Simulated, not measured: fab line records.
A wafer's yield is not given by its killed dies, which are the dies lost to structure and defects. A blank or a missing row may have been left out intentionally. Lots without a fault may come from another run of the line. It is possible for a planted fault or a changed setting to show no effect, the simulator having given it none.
Chamber matching    flow gf180mcu    cmp-01 running GF_V5_CMP_26: 4 sister chambers
The step polishes, stops on SiO2, t overpolish 15 s, target thk 0 nm. 4 wafers are shown with their chamber, then 7 later ones without.

== WAFERS, EACH WITH ITS CHAMBER ==
wafer   chamber  motor_current_A (A)
L078.1  0        12.3
L078.5  1        10.7
L082.2  3        13.0
L082.3  2        10.0

== WAFERS MISSING THEIR CHAMBER ==
wafer   motor_current_A (A)
L082.5  9.9
L091.1  11.3
L091.3  12.6
L091.5  12.6
L096.1  12.6
L096.2  12.7
L096.4  9.6

== WHICH CHAMBER EACH WENT THROUGH ==
wafer   from the rows above           in truth
L082.5  can't be placed: 2 or 1       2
L091.1  can't be placed: 1 or 0 or 2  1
L091.3  can't be placed: 0 or 3       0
L091.5  can't be placed: 0 or 3       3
L096.1  can't be placed: 0 or 3       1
L096.2  can't be placed: 3 or 0       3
L096.4  can't be placed: 2 or 1       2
Placed correctly: 0 of 7. Unplaceable from these rows: 7, with the true chamber sitting among the candidates in 6. 0 placed wrongly.
How it was worked out, from the rows above alone: a wafer's distance from a chamber is the root of the sum, over the readings, of the square of ((its reading less the chamber's mean) divided by the reading's scatter). If the next closest chamber is less than 2 further off than the closest, the wafer can't be placed; otherwise it belongs to the closest. The mean given for a chamber averages the wafers shown for that chamber. The scatter (one wafer shown for each chamber): square how far every hidden wafer sits from the nearest shown wafer, average those squares and take the square root.
